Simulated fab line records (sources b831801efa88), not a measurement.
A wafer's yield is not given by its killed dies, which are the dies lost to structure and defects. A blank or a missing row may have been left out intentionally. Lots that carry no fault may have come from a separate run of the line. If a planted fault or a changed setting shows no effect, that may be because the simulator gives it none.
Which tool is to blame? | flow sky130 | Sampling: 12 lots, 36 wafers, 5 of 708 route steps

WHAT THE GAUGES SHOWED, per wafer
SKY_POLY_GATE_THK_MEAS_01. Usual: POLY_GATE_CVD_00_THK typically reads 180.9 nm, with standard deviation 1.5.
lot  | measured     | on            | POLY_GATE_CVD_00_THK (nm) | flag
L718 | day 13 22:47 | film metro-01 | 180.9 178.5 179.3         |
L721 | day 15 20:51 | film metro-03 | 181.9 181.2 181.3         |
L722 | day 15 23:12 | film metro-03 | 181.9 181.4 181.7         |
L724 | day 16 07:37 | film metro-03 | 182.5 181.0 181.7         |
L726 | day 16 20:15 | film metro-04 | 181.0 179.7 179.8         |
L727 | day 17 00:41 | film metro-03 | 182.9 181.1 182.3         |
L728 | day 17 11:03 | film metro-04 | 182.0 180.5 181.6         |
L730 | day 18 07:40 | film metro-01 | 177.8 177.1 179.1         |
L731 | day 18 15:29 | film metro-01 | 180.9 180.4 180.0         |
L732 | day 18 21:17 | film metro-04 | 181.7 182.7 180.3         |
L733 | day 19 09:46 | film metro-04 | 180.1 178.8 180.2         |
L741 | day 22 10:13 | film metro-03 | 180.9 179.2 179.0         |

SKY_POLY_GATE_CD_MEAS_22. Usual: cd nm 150.0 nm, standard deviation 2.2.
lot  | measured     | on        | cd nm (nm)        | flag
L718 | day 16 09:14 | cd sem-01 | 151.0 152.3 152.3 |
L721 | day 18 11:26 | cd sem-01 | 151.0 152.9 154.7 |
L722 | day 18 14:50 | cd sem-01 | 150.1 152.4 150.3 |
L724 | day 19 00:16 | cd sem-02 | 151.2 155.9 149.0 |
L726 | day 19 12:37 | cd sem-02 | 147.4 147.9 147.1 |
L727 | day 19 20:29 | cd sem-01 | 152.3 150.0 151.7 |
L728 | day 20 05:53 | cd sem-01 | 146.7 147.5 147.3 |
L730 | day 21 02:32 | cd sem-01 | 150.1 150.6 150.0 |
L731 | day 21 09:05 | cd sem-02 | 151.2 149.2 149.8 |
L732 | day 21 13:41 | cd sem-02 | 147.8 153.7 150.1 |
L733 | day 22 02:41 | cd sem-02 | 148.1 152.4 148.3 |
L741 | day 25 02:40 | cd sem-01 | 148.5 148.8 150.0 |

EACH LOT AND THE TOOL THAT RAN IT (in order: tool; ch and the chambers of the sampled wafers; start)
lot  | SKY_POLY_GATE_COAT_08             | SKY_POLY_GATE_ETCH_15              | SKY_POLY_GATE_STRIP_18
L718 | litho track-04 ch 0, day 15 17:00 | rie diel-04 ch 1,3, day 16 06:11   | plasma asher-01 ch 0,1, day 16 06:26
L721 | litho track-03 ch 0, day 17 17:00 | rie diel-03 ch 0,2,3, day 18 09:44 | plasma asher-02 ch 0,1, day 18 09:58
L722 | litho track-03 ch 0, day 17 19:00 | rie diel-04 ch 1,2,3, day 18 11:26 | plasma asher-01 ch 0,1, day 18 11:42
L724 | litho track-04 ch 0, day 18 05:00 | rie diel-02 ch 0,2,3, day 18 20:23 | plasma asher-03 ch 0,1, day 18 20:37
L726 | litho track-01 ch 0, day 18 18:00 | rie diel-04 ch 0,1,3, day 19 09:32 | plasma asher-02 ch 0,1, day 19 09:47
L727 | litho track-01 ch 0, day 19 03:00 | rie diel-04 ch 1,2,3, day 19 18:47 | plasma asher-01 ch 0,1, day 19 19:01
L728 | litho track-04 ch 0, day 19 13:00 | rie diel-02 ch 0,1,2, day 20 04:11 | plasma asher-02 ch 0,1, day 20 04:26
L730 | litho track-01 ch 0, day 20 08:00 | rie diel-02 ch 0,1,3, day 21 00:41 | plasma asher-03 ch 0,1, day 21 00:55
L731 | litho track-01 ch 0, day 20 16:00 | rie diel-03 ch 1,2, day 21 07:23   | plasma asher-01 ch 0,1, day 21 07:37
L732 | litho track-04 ch 0, day 20 20:00 | rie diel-03 ch 0,1, day 21 11:59   | plasma asher-03 ch 0,1, day 21 12:13
L733 | litho track-01 ch 0, day 21 08:00 | rie diel-04 ch 1,2, day 22 00:17   | plasma asher-03 ch 0,1, day 22 00:31
L741 | litho track-01 ch 0, day 24 10:00 | rie diel-03 ch 1,2,3, day 25 00:56 | plasma asher-01 ch 0,1, day 25 01:10
- SKY_POLY_GATE_COAT_08: resist thk 450 nm.
- SKY_POLY_GATE_ETCH_15: etches BARC in N2/H2, stops on SiO2, time 118.5 s, target depth 110 nm.
- SKY_POLY_GATE_STRIP_18: strips in O2/N2.

WHAT THE TOOLS THEMSELVES READ (means of the sampled wafers that have a number; where no wafer has one, the mark that the record gives instead)
SKY_POLY_GATE_COAT_08. Usual: spin speed rpm 3000.2 rpm, standard deviation 2.
lot  | tool           | spin speed rpm (rpm) | flag
L718 | litho track-04 | 2999.7               |
L721 | litho track-03 | 3001.1               |
L722 | litho track-03 | 3001.4               |
L724 | litho track-04 | 3001.9               |
L726 | litho track-01 | 2998.9               |
L727 | litho track-01 | 3003.2               |
L728 | litho track-04 | 3000.1               |
L730 | litho track-01 | 3001.8               |
L731 | litho track-01 | 3908.1               | OFF
L732 | litho track-04 | 2998.2               |
L733 | litho track-01 | 3905.9               | OFF
L741 | litho track-01 | 3000.4               |

SKY_POLY_GATE_ETCH_15. Usual: drypump motor current A 5.6 A, standard deviation 0.43; oes product au 0.716 a.u., standard deviation 0.0044; throttle valve pct 13.213 %, standard deviation 0.0094.
lot  | tool        | drypump motor current A (A) | oes product au (a.u.) | throttle valve pct (%) | flag
L718 | rie diel-04 | 5.9                         | 0.717                 | 13.209                 |
L721 | rie diel-03 | 6.0                         | 0.720                 | 13.216                 |
L722 | rie diel-04 | 5.8                         | 0.718                 | 13.217                 |
L724 | rie diel-02 | 5.4                         | 0.714                 | 13.217                 |
L726 | rie diel-04 | 5.6                         | 0.715                 | 13.215                 |
L727 | rie diel-04 | 5.8                         | 0.717                 | 13.220                 |
L728 | rie diel-02 | 5.3                         | 0.714                 | 13.217                 |
L730 | rie diel-02 | 5.5                         | 0.719                 | 13.206                 |
L731 | rie diel-03 | 5.3                         | 0.717                 | 13.215                 |
L732 | rie diel-03 | 5.8                         | 0.714                 | 13.218                 |
L733 | rie diel-04 | 5.5                         | 0.717                 | 13.213                 |
L741 | rie diel-03 | 5.6                         | 0.714                 | 13.204                 |

SKY_POLY_GATE_STRIP_18. Usual: drypump motor current A 5.4 A, standard deviation 0.46; oes product au 0.360 a.u., standard deviation 0.0047; strip time to endpoint s 3.144 s, standard deviation 0.029.
lot  | tool            | drypump motor current A (A) | oes product au (a.u.) | strip time to endpoint s (s) | flag
L718 | plasma asher-01 | 5.0                         | 0.363                 | 3.132                        |
L721 | plasma asher-02 | 5.8                         | 0.363                 | 3.141                        |
L722 | plasma asher-01 | 5.0                         | 0.361                 | 3.164                        |
L724 | plasma asher-03 | 5.4                         | 0.364                 | 3.169                        |
L726 | plasma asher-02 | 5.8                         | 0.361                 | 3.165                        |
L727 | plasma asher-01 | 5.0                         | 0.360                 | 3.136                        |
L728 | plasma asher-02 | 6.1                         | 0.361                 | 3.142                        |
L730 | plasma asher-03 | 5.4                         | 0.362                 | 3.170                        |
L731 | plasma asher-01 | 5.0                         | 0.337                 | 2.503                        | OFF
L732 | plasma asher-03 | 5.4                         | 0.358                 | 3.150                        |
L733 | plasma asher-03 | 5.4                         | 0.338                 | 2.536                        | OFF
L741 | plasma asher-01 | 5.1                         | 0.358                 | 3.119                        |

THE ANSWER, worked out from the rows above alone
Rule: lot off if the mean of its wafers having a number is beyond 3 standard deviations from the usual mean. A lot without any number at a reading at which 4 lots or more have one is off too. All remaining lots with rows at the step are treated as sound. Order of review: gauges by route order, followed by the tools' own readings, for which a lot's mean as printed above is used. The first step at which some lot is off is used, and at that step the reading that is off furthest; a lot without a number counts as furthest.
Off: L731, L733, at SKY_POLY_GATE_COAT_08 (spin speed rpm).
A tool fits if, at that step or a process step before it, it ran every lot that is off, and no sound lot after the first of them. None of those tried fits.

WHAT THE SIMULATOR HAD INSERTED
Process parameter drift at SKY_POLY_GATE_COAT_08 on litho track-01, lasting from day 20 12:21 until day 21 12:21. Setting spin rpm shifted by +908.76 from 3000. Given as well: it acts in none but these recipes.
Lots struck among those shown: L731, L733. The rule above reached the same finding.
